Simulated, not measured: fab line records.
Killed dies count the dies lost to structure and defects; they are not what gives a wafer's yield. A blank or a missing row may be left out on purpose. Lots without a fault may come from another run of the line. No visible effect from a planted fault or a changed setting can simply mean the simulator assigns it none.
Chamber matching | flow sky130 | 4 sister chambers for SKY_POLY_CUT_ETCH_10 on rieDiel-01
The step etches BARC in N2/H2, stops on SiO2, time 45.9 s, target depth 60 nm. 8 wafers are shown with their chamber, then 7 later ones without.

== WAFERS PAIRED WITH THEIR CHAMBERS ==
wafer  | chamber | drypumpMotorCurrentA (A) | oesProductAu (a.u.)
L541.6 | 2       | 5.68                     | 0.860
L542.2 | 0       | 6.10                     | 0.851
L542.3 | 2       | 5.67                     | 0.856
L547.1 | 1       | 5.45                     | 0.862
L547.2 | 3       | 5.99                     | 0.855
L547.5 | 3       | 6.01                     | 0.851
L555.2 | 1       | 5.43                     | 0.863
L555.3 | 0       | 6.12                     | 0.856

== WAFERS WITH NO CHAMBER GIVEN ==
wafer  | drypumpMotorCurrentA (A) | oesProductAu (a.u.)
L555.5 | 6.12                     | 0.866
L559.2 | 5.43                     | 0.849
L559.4 | 6.16                     | 0.847
L559.5 | 6.12                     | 0.852
L560.1 | 5.99                     | 0.857
L560.3 | 5.70                     | 0.855
L560.4 | 5.45                     | 0.852

== WHICH CHAMBER EACH WENT THROUGH ==
wafer  | from the rows above | in truth
L555.5 | 0                   | 0
L559.2 | 1                   | 1
L559.4 | 0                   | 0
L559.5 | 0                   | 0
L560.1 | 3                   | 3
L560.3 | 2                   | 2
L560.4 | 1                   | 1
7 of 7 placed correctly. Can't be placed from these rows: 0. 0 placed wrongly.
How it was worked out, from the rows above alone: a wafer's distance from a chamber is the root of the sum, over the readings, of the square of ((its reading less the chamber's mean) divided by the reading's scatter). The wafer belongs to the nearest chamber; if the next one is less than 2 further off, it can't be placed. The mean given for a chamber averages the wafers shown for that chamber. How the scatter is found: for the shown wafers, subtract from each reading the mean of its chamber, square and add these, divide the total by (wafers less chambers), then take the root.
